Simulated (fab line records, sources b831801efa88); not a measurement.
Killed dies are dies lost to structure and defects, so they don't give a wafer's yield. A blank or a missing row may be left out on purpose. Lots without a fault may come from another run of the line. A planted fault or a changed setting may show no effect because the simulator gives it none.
Which tool did it? | flow sky130 | 13 lots, 39 wafers sampled, at 4 steps of a route of 708

WHAT THE GAUGES READ, wafer by wafer
SKY_METAL1_RS_MEAS_05: measures by four-point-probe.
lot  | measured     | on            | METAL1_ALCU_RS (ohm/sq)
L190 | day 32 00:04 | film_metro-04 | 0.1257 0.1253 0.1262
L191 | day 32 10:21 | film_metro-04 | 0.1259 0.1247 0.1255
L192 | day 32 15:46 | film_metro-04 | 0.1241 0.1249 0.1245
L195 | day 33 10:58 | film_metro-02 | 0.1279 0.1278 0.1289
L198 | day 34 21:10 | film_metro-01 | 0.1279 0.1278 0.1307
L199 | day 35 05:06 | film_metro-01 | 0.1263 0.1259 0.1257
L200 | day 35 12:58 | film_metro-01 | 0.1272 0.1261 0.1257
L205 | day 36 16:08 | film_metro-01 | 0.1292 0.1290 0.1285
L202 | day 36 20:40 | film_metro-04 | 0.1250 0.1249 0.1255
L206 | day 36 23:53 | film_metro-01 | 0.1279 0.1269 0.1266
L210 | day 38 04:19 | film_metro-04 | 0.1249 0.1241 0.1248
L211 | day 38 12:34 | film_metro-01 | 0.1252 0.1278 0.1241
L212 | day 38 17:40 | film_metro-02 | 0.1280 0.1272 0.1280

SKY_METAL1_OVL_MEAS_16.
lot  | measured     | on         | METAL1_OVL (nm)
L190 | day 33 02:45 | overlay-02 | -9 -2 -7
L191 | day 33 13:51 | overlay-02 | -6 -4 -9
L192 | day 33 19:06 | overlay-02 | -9 -7 -4
L195 | day 34 13:45 | overlay-01 | 2 -9 -1
L198 | day 35 23:04 | overlay-01 | 2 -2 -6
L199 | day 36 07:55 | overlay-02 | -5 -1 -7
L200 | day 36 15:23 | overlay-01 | -5 -4 -5
L205 | day 37 18:39 | overlay-01 | -1 -7 -3
L202 | day 37 22:48 | overlay-02 | 1 -3 -4
L206 | day 38 01:42 | overlay-02 | 7 -1 2
L210 | day 39 05:37 | overlay-02 | -9 -15 -1
L211 | day 39 13:40 | overlay-02 | -7 -3 -5
L212 | day 39 18:27 | overlay-01 | -8 -11 -8

SKY_METAL2_CD_MEAS_15: target cd 140 nm.
lot  | measured     | on        | cd_nm (nm)
L190 | day 35 10:56 | cd_sem-01 | 142.7 143.0 143.9
L191 | day 35 22:25 | cd_sem-02 | 139.3 140.1 139.0
L192 | day 36 02:50 | cd_sem-01 | 137.6 136.5 137.9
L195 | day 36 21:31 | cd_sem-01 | 139.5 139.8 140.0
L198 | day 38 06:30 | cd_sem-01 | 138.7 138.4 138.2
L199 | day 38 14:35 | cd_sem-02 | 137.5 138.4 139.9
L200 | day 38 21:14 | cd_sem-01 | 139.2 138.4 139.0
L205 | day 39 22:56 | cd_sem-02 | 139.9 140.4 140.2
L202 | day 40 04:26 | cd_sem-01 | 140.2 139.4 141.2
L206 | day 40 06:53 | cd_sem-01 | 140.7 141.3 140.8
L210 | day 41 08:50 | cd_sem-02 | 141.6 142.6 142.9
L211 | day 41 16:44 | cd_sem-02 | 139.7 139.2 140.0
L212 | day 41 21:27 | cd_sem-01 | 142.0 142.7 142.2

WHICH TOOL RAN EACH LOT (tool, then ch and the chambers of the sampled wafers, then the start)
lot  | SKY_METAL2_SPUTTER_03
L190 | pvd_sputter-03, day 34 08:49
L191 | pvd_sputter-02, day 34 19:46
L192 | pvd_sputter-02, day 35 01:13
L195 | pvd_sputter-02, day 35 18:51
L198 | pvd_sputter-02, day 37 04:01
L199 | pvd_sputter-02, day 37 13:17
L200 | pvd_sputter-01, day 37 20:19
L205 | pvd_sputter-02, day 38 21:57
L202 | pvd_sputter-02, day 39 03:41
L206 | pvd_sputter-02, day 39 05:51
L210 | pvd_sputter-02, day 40 09:08
L211 | pvd_sputter-03, day 40 17:08
L212 | pvd_sputter-03, day 40 22:02
- SKY_METAL2_SPUTTER_03: material Ti, target thk 5 nm, time 3.3 s.

WHAT THE TOOLS THEMSELVES READ (means of the sampled wafers that have a number; where no wafer has one, the mark that the record gives instead)
SKY_METAL2_SPUTTER_03.
lot  | tool           | cathode_dc_power_W (W) | chamber_pressure_pa (Pa) | throttle_valve_pct (%)
L190 | pvd_sputter-03 | 2999.5                 | 0.4001                   | 30.3
L191 | pvd_sputter-02 | 3000.2                 | 0.4006                   | 29.9
L192 | pvd_sputter-02 | 3000.2                 | 0.4007                   | 29.8
L195 | pvd_sputter-02 | 3000.0                 | 0.4002                   | 28.9
L198 | pvd_sputter-02 | 3000.0                 | 0.3997                   | 30.4
L199 | pvd_sputter-02 | 2999.7                 | 0.3999                   | 30.7
L200 | pvd_sputter-01 | 2999.9                 | 0.3995                   | 30.4
L205 | pvd_sputter-02 | -                      | -                        | -
L202 | pvd_sputter-02 | -                      | -                        | -
L206 | pvd_sputter-02 | -                      | -                        | -
L210 | pvd_sputter-02 | 2999.6                 | 0.3998                   | 29.6
L211 | pvd_sputter-03 | 2999.9                 | 0.4001                   | 29.7
L212 | pvd_sputter-03 | 3000.5                 | 0.4009                   | 29.4

THE ANSWER, worked out from the rows above alone
Rule: what is usual is taken from the lots themselves. Put in order of their means at a reading, lots are off if they are a third of the lots or fewer, leave a main group of 4 or more, and stand apart from it by a gap of 3 or more times the standard deviation of the main group's means; of several such gaps the widest counts. A main group whose means are all the same, to the digits that the tables above print for the reading, isn't used. A lot without any number at a reading at which 4 lots or more have one is off too. The other lots that the step has rows for count as sound. The gauges are gone through in route order, then the tools' own readings, and for those a lot's mean is taken as printed above. The first step at which some lot is off is used, and at that step the reading that is off furthest; a lot without a number counts as furthest.
Off: L205, L202, L206, at SKY_METAL2_SPUTTER_03 (cathode_dc_power_W). Without a number there: L205, L202, L206. The main group: mean 2999.9 W, standard deviation 0.29.
A tool fits if, at that step or a process step before it, it ran every lot that is off, and no sound lot after the first of them. None of those tried fits.

WHAT THE SIMULATOR HAD PUT IN
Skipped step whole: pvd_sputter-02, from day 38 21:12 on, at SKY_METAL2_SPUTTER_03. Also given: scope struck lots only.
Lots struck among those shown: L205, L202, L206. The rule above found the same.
